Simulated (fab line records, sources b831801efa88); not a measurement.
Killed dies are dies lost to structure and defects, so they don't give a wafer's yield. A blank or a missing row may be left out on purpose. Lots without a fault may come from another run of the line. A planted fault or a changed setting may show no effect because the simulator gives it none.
Which tool did it? | flow sky130 | 14 lots, 42 wafers sampled, at 7 steps of a route of 708

WHAT THE GAUGES READ, wafer by wafer
SKY_FIELD_ISO_THK_MEAS_02.
lot  | measured    | on            | FIELD_ISO_OXIDATION_00_THK (nm)
L679 | day 1 13:50 | film_metro-04 | 12.09 12.14 12.22
L684 | day 2 12:55 | film_metro-03 | 11.99 11.96 12.00
L685 | day 2 18:30 | film_metro-04 | 11.79 11.64 11.83
L686 | day 3 01:22 | film_metro-03 | 11.95 11.48 11.43
L689 | day 3 13:38 | film_metro-04 | 12.21 12.11 12.12
L690 | day 3 21:16 | film_metro-04 | 11.88 12.05 11.89
L692 | day 4 05:53 | film_metro-01 | 12.58 12.31 12.35
L693 | day 4 10:08 | film_metro-04 | 11.71 11.76 11.92
L694 | day 4 14:38 | film_metro-01 | 11.62 11.62 11.81
L696 | day 5 01:22 | film_metro-03 | 12.15 12.19 12.11
L699 | day 5 15:45 | film_metro-01 | 11.49 11.54 11.47
L700 | day 5 21:55 | film_metro-04 | 12.10 12.04 12.16
L701 | day 6 02:08 | film_metro-04 | 11.97 11.98 11.88
L702 | day 6 06:38 | film_metro-03 | 11.69 11.62 11.44

SKY_VT_ADJUST_HVTP_CD_MEAS_07: target cd 380 nm.
lot  | measured     | on        | cd_nm (nm)
L679 | day 6 04:43  | cd_sem-02 | 378.6 378.5 379.4
L684 | day 7 11:07  | cd_sem-02 | 379.0 382.3 380.2
L685 | day 7 18:21  | cd_sem-02 | - - -
L686 | day 8 03:17  | cd_sem-01 | 379.3 375.7 379.0
L689 | day 8 16:58  | cd_sem-01 | 380.1 375.4 375.8
L690 | day 9 05:36  | cd_sem-01 | - - -
L692 | day 9 15:14  | cd_sem-01 | 380.8 378.8 380.8
L693 | day 9 20:38  | cd_sem-01 | 379.3 379.4 379.5
L694 | day 10 01:26 | cd_sem-02 | 378.5 380.5 380.4
L696 | day 10 13:57 | cd_sem-02 | 384.9 385.4 385.4
L699 | day 11 12:20 | cd_sem-01 | 384.8 384.8 383.2
L700 | day 11 17:03 | cd_sem-02 | 379.9 378.9 379.7
L701 | day 11 23:38 | cd_sem-02 | 382.3 382.2 382.4
L702 | day 12 01:49 | cd_sem-01 | 378.0 376.6 376.5

SKY_VT_ADJUST_HVTP_OVL_MEAS_08.
lot  | measured     | on         | VT_ADJUST_HVTP_OVL (nm)
L679 | day 6 04:50  | overlay-01 | 0.3 -0.3 2.4
L684 | day 7 11:14  | overlay-01 | 3.4 0.3 1.3
L685 | day 7 18:28  | overlay-02 | - - -
L686 | day 8 03:24  | overlay-02 | 1.3 -0.9 1.6
L689 | day 8 17:05  | overlay-02 | 3.3 1.0 4.4
L690 | day 9 05:43  | overlay-02 | - - -
L692 | day 9 15:19  | overlay-01 | 3.7 4.0 2.6
L693 | day 9 20:45  | overlay-02 | -0.1 1.3 -0.1
L694 | day 10 01:32 | overlay-02 | 1.5 1.0 2.0
L696 | day 10 14:04 | overlay-02 | 2.1 1.0 1.1
L699 | day 11 12:26 | overlay-01 | 0.2 0.8 1.3
L700 | day 11 17:10 | overlay-02 | 0.8 1.6 -1.7
L701 | day 11 23:44 | overlay-02 | 1.9 2.9 4.5
L702 | day 12 01:56 | overlay-01 | 1.5 1.5 1.3

SKY_VT_ADJUST_HVTP_TW_MEAS_11.
lot  | measured     | on            | VT_ADJUST_HVTP_TW
L679 | day 6 05:07  | film_metro-02 | 1350 1359 1355
L684 | day 7 11:31  | film_metro-03 | 1357 1348 1352
L685 | day 7 18:46  | film_metro-03 | 30 30 30
L686 | day 8 03:41  | film_metro-02 | 1346 1355 1349
L689 | day 8 17:22  | film_metro-02 | 1353 1350 1351
L690 | day 9 06:01  | film_metro-03 | 30 30 30
L692 | day 9 15:37  | film_metro-02 | 1364 1362 1365
L693 | day 9 21:02  | film_metro-02 | 1364 1365 1364
L694 | day 10 01:50 | film_metro-02 | 1348 1347 1351
L696 | day 10 14:21 | film_metro-02 | 1352 1356 1353
L699 | day 11 12:44 | film_metro-02 | 1351 1354 1356
L700 | day 11 17:27 | film_metro-02 | 1354 1359 1352
L701 | day 12 00:02 | film_metro-01 | 1380 1380 1372
L702 | day 12 02:13 | film_metro-03 | 1354 1358 1362

SKY_VT_ADJUST_LVTN_OVL_MEAS_07.
lot  | measured     | on         | VT_ADJUST_LVTN_OVL (nm)
L679 | day 7 00:49  | overlay-02 | -0.3 -0.6 0.6
L684 | day 8 07:22  | overlay-02 | -2.1 -0.5 -2.6
L685 | day 8 15:37  | overlay-02 | 1.2 0.6 1.8
L686 | day 9 01:04  | overlay-02 | 0.8 -1.6 -2.3
L689 | day 9 15:46  | overlay-02 | -4.2 -3.3 -3.4
L690 | day 10 04:25 | overlay-01 | -0.6 0.2 0.1
L692 | day 10 13:32 | overlay-01 | -0.3 0.2 2.0
L693 | day 10 18:55 | overlay-02 | -0.8 -2.3 -1.6
L694 | day 10 23:46 | overlay-01 | 2.0 -0.3 3.2
L696 | day 11 13:37 | overlay-01 | -1.1 -0.9 0.1
L699 | day 12 13:16 | overlay-02 | 0.3 -1.9 -3.4
L700 | day 12 17:59 | overlay-02 | -2.9 -3.1 -2.6
L701 | day 13 00:56 | overlay-01 | 3.5 1.8 1.6
L702 | day 13 03:14 | overlay-01 | -1.3 1.3 -2.7

WHICH TOOL RAN EACH LOT (tool, then ch and the chambers of the sampled wafers, then the start)
lot  | SKY_FIELD_ISO_STRIP_16              | SKY_VT_ADJUST_HVTP_DEVELOP_06
L679 | plasma_asher-01 ch 0,1, day 2 05:52 | litho_track-01 ch 0, day 6 04:35
L684 | plasma_asher-02 ch 0,1, day 3 08:37 | litho_track-02 ch 0, day 7 10:58
L685 | plasma_asher-02 ch 0,1, day 3 12:33 | litho_track-01 ch 0, day 7 18:12
L686 | plasma_asher-02 ch 0,1, day 3 21:55 | litho_track-04 ch 0, day 8 03:08
L689 | plasma_asher-02 ch 0,1, day 4 08:17 | litho_track-02 ch 0, day 8 16:49
L690 | plasma_asher-02 ch 0, day 4 17:10   | litho_track-01 ch 0, day 9 05:27
L692 | plasma_asher-01 ch 0,1, day 5 01:59 | litho_track-02 ch 0, day 9 14:59
L693 | plasma_asher-01 ch 0,1, day 5 05:40 | litho_track-04 ch 0, day 9 20:29
L694 | plasma_asher-02 ch 0,1, day 5 10:49 | litho_track-02 ch 0, day 10 01:17
L696 | plasma_asher-03 ch 0,1, day 5 20:57 | litho_track-04 ch 0, day 10 13:49
L699 | plasma_asher-03 ch 0,1, day 6 15:15 | litho_track-01 ch 0, day 11 12:12
L700 | plasma_asher-03 ch 0,1, day 6 19:57 | litho_track-04 ch 0, day 11 16:55
L701 | plasma_asher-03 ch 0,1, day 7 00:41 | litho_track-02 ch 0, day 11 23:29
L702 | plasma_asher-01 ch 0,1, day 7 03:55 | litho_track-02 ch 0, day 12 01:40
- SKY_FIELD_ISO_STRIP_16: strips in O2/N2.
- SKY_VT_ADJUST_HVTP_DEVELOP_06: develop time 60 s.

WHAT THE TOOLS THEMSELVES READ (means of the sampled wafers that have a number; where no wafer has one, the mark that the record gives instead)
SKY_FIELD_ISO_STRIP_16.
lot  | tool            | drypump_motor_current_A (A) | oes_product_au (a.u.) | strip_time_to_endpoint_s (s)
L679 | plasma_asher-01 | 5.7                         | 0.382                 | 3.564
L684 | plasma_asher-02 | 5.4                         | 0.381                 | 3.540
L685 | plasma_asher-02 | 5.4                         | 0.377                 | 3.588
L686 | plasma_asher-02 | 5.6                         | 0.377                 | 3.577
L689 | plasma_asher-02 | 5.4                         | 0.377                 | 3.591
L690 | plasma_asher-02 | 5.3                         | 0.378                 | 3.579
L692 | plasma_asher-01 | 5.4                         | 0.379                 | 3.536
L693 | plasma_asher-01 | 5.7                         | 0.381                 | 3.573
L694 | plasma_asher-02 | 5.4                         | 0.379                 | 3.546
L696 | plasma_asher-03 | 5.6                         | 0.373                 | 3.556
L699 | plasma_asher-03 | 5.7                         | 0.379                 | 3.587
L700 | plasma_asher-03 | 5.7                         | 0.382                 | 3.569
L701 | plasma_asher-03 | 5.6                         | 0.374                 | 3.586
L702 | plasma_asher-01 | 5.4                         | 0.379                 | 3.607

SKY_VT_ADJUST_HVTP_DEVELOP_06.
lot  | tool           | developer_temp_C (C)
L679 | litho_track-01 | 22.98
L684 | litho_track-02 | 23.05
L685 | litho_track-01 | 22.93
L686 | litho_track-04 | 23.11
L689 | litho_track-02 | 22.94
L690 | litho_track-01 | 23.14
L692 | litho_track-02 | 23.08
L693 | litho_track-04 | 23.03
L694 | litho_track-02 | 22.97
L696 | litho_track-04 | 23.16
L699 | litho_track-01 | 23.05
L700 | litho_track-04 | 23.01
L701 | litho_track-02 | 22.98
L702 | litho_track-02 | 22.98

THE ANSWER, worked out from the rows above alone
Rule: what is usual is taken from the lots themselves. Put in order of their means at a reading, lots are off if they are a third of the lots or fewer, leave a main group of 4 or more, and stand apart from it by a gap of 3 or more times the standard deviation of the main group's means; of several such gaps the widest counts. A main group whose means are all the same, to the digits that the tables above print for the reading, isn't used. A lot without any number at a reading at which 4 lots or more have one is off too. The other lots that the step has rows for count as sound. The gauges are gone through in route order, then the tools' own readings, and for those a lot's mean is taken as printed above. The first step at which some lot is off is used, and at that step the reading that is off furthest; a lot without a number counts as furthest.
Off: L685, L690, at SKY_VT_ADJUST_HVTP_CD_MEAS_07 (cd_nm). Without a number there: L685, L690. The main group: mean 380.2 nm, standard deviation 2.5.
A tool fits if, at a process step before that reading, it ran every lot that is off, and no sound lot after the first of them. The gauges at SKY_VT_ADJUST_HVTP_CD_MEAS_07 aren't tried: what is off there is off at SKY_VT_ADJUST_HVTP_OVL_MEAS_08 too, on other tools, and a gauge's error can't cause that. None of those tried fits.

WHAT THE SIMULATOR HAD PUT IN
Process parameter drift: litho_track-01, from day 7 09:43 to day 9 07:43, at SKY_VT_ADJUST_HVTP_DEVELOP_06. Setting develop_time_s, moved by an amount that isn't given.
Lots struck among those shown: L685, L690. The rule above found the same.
